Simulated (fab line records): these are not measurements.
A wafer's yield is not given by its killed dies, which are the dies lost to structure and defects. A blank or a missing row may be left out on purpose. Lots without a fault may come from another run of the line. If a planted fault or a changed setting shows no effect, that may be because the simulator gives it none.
The tool behind it: which one? :: flow sky130 :: 33 wafers from 11 lots sampled at 4 of the route's 708 steps

## WHAT THE GAUGES SHOWED, per wafer
SKY_CONTACT_THK_MEAS_03.
lot: L540
measured: day 30 06:38
on: filmMetro-04
CONTACT_HDPCVD_THK (nm): 559 565 555

lot: L541
measured: day 30 21:32
on: filmMetro-01
CONTACT_HDPCVD_THK (nm): 564 567 560

lot: L543
measured: day 31 10:37
on: filmMetro-02
CONTACT_HDPCVD_THK (nm): 572 560 565

lot: L544
measured: day 31 19:10
on: filmMetro-02
CONTACT_HDPCVD_THK (nm): 570 568 564

lot: L546
measured: day 32 17:49
on: filmMetro-01
CONTACT_HDPCVD_THK (nm): 557 749 756 557 750 756

lot: L552
measured: day 35 08:51
on: filmMetro-02
CONTACT_HDPCVD_THK (nm): 549 562 554

lot: L556
measured: day 36 01:53
on: filmMetro-04
CONTACT_HDPCVD_THK (nm): 564 558 558

lot: L558
measured: day 37 01:36
on: filmMetro-04
CONTACT_HDPCVD_THK (nm): 567 563 567

lot: L560
measured: day 37 09:46
on: filmMetro-01
CONTACT_HDPCVD_THK (nm): 574 565 559

lot: L561
measured: day 37 10:21
on: filmMetro-02
CONTACT_HDPCVD_THK (nm): 573 565 566

lot: L562
measured: day 37 13:49
on: filmMetro-01
CONTACT_HDPCVD_THK (nm): 562 568 573

SKY_CONTACT_BOW_MEAS_05.
lot: L540
measured: day 30 06:59
on: filmMetro-04
CONTACT_BOW (um): 81 78 90

lot: L541
measured: day 30 21:55
on: filmMetro-02
CONTACT_BOW (um): 66 69 77

lot: L543
measured: day 31 10:58
on: filmMetro-04
CONTACT_BOW (um): 76 82 79

lot: L544
measured: day 31 19:32
on: filmMetro-04
CONTACT_BOW (um): 85 88 98

lot: L546
measured: day 33 01:13
on: filmMetro-04
CONTACT_BOW (um): 83 85 94

lot: L552
measured: day 35 09:13
on: filmMetro-01
CONTACT_BOW (um): 90 81 80

lot: L556
measured: day 36 02:15
on: filmMetro-01
CONTACT_BOW (um): 81 87 93

lot: L558
measured: day 37 01:58
on: filmMetro-01
CONTACT_BOW (um): 75 93 82

lot: L560
measured: day 37 10:08
on: filmMetro-04
CONTACT_BOW (um): 90 75 79

lot: L561
measured: day 37 10:43
on: filmMetro-04
CONTACT_BOW (um): 85 85 88

lot: L562
measured: day 37 14:11
on: filmMetro-02
CONTACT_BOW (um): 82 82 83

## TOOL THAT RAN EACH LOT (tool first, then ch and the chambers of the sampled wafers, then the start)
lot: L540
SKY_CONTACT_HDPCVD_02: hdpcvd-01 ch 1,2, day 30 06:34
SKY_CONTACT_CMP_04: cmp-01 ch 0,1,3, day 30 06:47

lot: L541
SKY_CONTACT_HDPCVD_02: hdpcvd-01 ch 0,1, day 30 21:28
SKY_CONTACT_CMP_04: cmp-01 ch 0,1,2, day 30 21:41

lot: L543
SKY_CONTACT_HDPCVD_02: hdpcvd-01 ch 0,1,2, day 31 10:32
SKY_CONTACT_CMP_04: cmp-01 ch 0,1,3, day 31 10:40

lot: L544
SKY_CONTACT_HDPCVD_02: hdpcvd-01 ch 0,2, day 31 19:06
SKY_CONTACT_CMP_04: cmp-02 ch 0,2,3, day 31 19:14

lot: L546
SKY_CONTACT_HDPCVD_02: hdpcvd-01 ch 0,1,2, day 32 17:44
SKY_CONTACT_CMP_04: cmp-01 ch 2,3, day 33 00:54

lot: L552
SKY_CONTACT_HDPCVD_02: hdpcvd-02 ch 1,2, day 35 08:47
SKY_CONTACT_CMP_04: cmp-01 ch 0,2, day 35 08:58

lot: L556
SKY_CONTACT_HDPCVD_02: hdpcvd-01 ch 1,2, day 36 01:49
SKY_CONTACT_CMP_04: cmp-01 ch 1,2,3, day 36 01:57

lot: L558
SKY_CONTACT_HDPCVD_02: hdpcvd-01 ch 0,1,2, day 37 01:32
SKY_CONTACT_CMP_04: cmp-02 ch 0,1, day 37 01:40

lot: L560
SKY_CONTACT_HDPCVD_02: hdpcvd-02 ch 0,1,2, day 37 09:42
SKY_CONTACT_CMP_04: cmp-02 ch 1,2, day 37 09:53

lot: L561
SKY_CONTACT_HDPCVD_02: hdpcvd-01 ch 1,2, day 37 10:17
SKY_CONTACT_CMP_04: cmp-01 ch 2,3, day 37 10:28

lot: L562
SKY_CONTACT_HDPCVD_02: hdpcvd-01 ch 0,1,2, day 37 13:45
SKY_CONTACT_CMP_04: cmp-02 ch 2,3, day 37 13:53
- SKY_CONTACT_HDPCVD_02: deposits SiO2, target thk 565 nm, time 94.2 s.
- SKY_CONTACT_CMP_04: polishes SiO2.

## WHAT THE TOOLS THEMSELVES READ (means of the sampled wafers that have a number; where no wafer has one, the mark that the record gives instead)
SKY_CONTACT_CMP_04.
lot: L540
tool: cmp-01
edgeZonePressureFrac: 0.999
motorCurrentA (A): 11.4
timeToEndpointS (s): 80

lot: L541
tool: cmp-01
edgeZonePressureFrac: 0.999
motorCurrentA (A): 11.4
timeToEndpointS (s): 79

lot: L543
tool: cmp-01
edgeZonePressureFrac: 1.004
motorCurrentA (A): 11.6
timeToEndpointS (s): 83

lot: L544
tool: cmp-02
edgeZonePressureFrac: 1.001
motorCurrentA (A): 11.5
timeToEndpointS (s): 79

lot: L546
tool: cmp-01
edgeZonePressureFrac: 0.994
motorCurrentA (A): 12.6
timeToEndpointS (s): 127

lot: L552
tool: cmp-01
edgeZonePressureFrac: 1.007
motorCurrentA (A): 12.0
timeToEndpointS (s): 72

lot: L556
tool: cmp-01
edgeZonePressureFrac: 1.001
motorCurrentA (A): 12.0
timeToEndpointS (s): 81

lot: L558
tool: cmp-02
edgeZonePressureFrac: 0.995
motorCurrentA (A): 11.4
timeToEndpointS (s): 79

lot: L560
tool: cmp-02
edgeZonePressureFrac: 1.002
motorCurrentA (A): 11.6
timeToEndpointS (s): 78

lot: L561
tool: cmp-01
edgeZonePressureFrac: 1.003
motorCurrentA (A): 12.4
timeToEndpointS (s): 83

lot: L562
tool: cmp-02
edgeZonePressureFrac: 0.997
motorCurrentA (A): 11.5
timeToEndpointS (s): 79

## THE ANSWER, worked out from the rows above alone
Rule: what is usual is taken from the lots themselves. Put in order of their means at a reading, lots are off if they are a third of the lots or fewer, leave a main group of 4 or more, and stand apart from it by a gap of 3 or more times the standard deviation of the main group's means; of several such gaps the widest counts. The tables above print the reading to a certain number of digits; a main group whose means all agree to those digits is not used. Also off: a lot with no number at a reading for which 4 or more lots have one. Any other lot the step has rows for is counted as sound. The gauges are gone through in route order, then the tools' own readings, and for those a lot's mean is taken as printed above. The first step at which some lot is off is used, and at that step the reading that is off furthest; a lot without a number counts as furthest.
Off: L546, seen at SKY_CONTACT_THK_MEAS_03 (CONTACT_HDPCVD_THK). Main group: mean 564 nm, sd 4.1.
If a tool, at a process step before that reading, ran all the lots that are off and no sound lot after the first of them, it fits. Not tried: the gauges at SKY_CONTACT_THK_MEAS_03; whatever is off there is also off at SKY_CONTACT_CMP_04, on other tools, and gauge error can't account for it. No candidate that was tried fits.

## WHAT WAS PUT IN BY THE SIMULATOR
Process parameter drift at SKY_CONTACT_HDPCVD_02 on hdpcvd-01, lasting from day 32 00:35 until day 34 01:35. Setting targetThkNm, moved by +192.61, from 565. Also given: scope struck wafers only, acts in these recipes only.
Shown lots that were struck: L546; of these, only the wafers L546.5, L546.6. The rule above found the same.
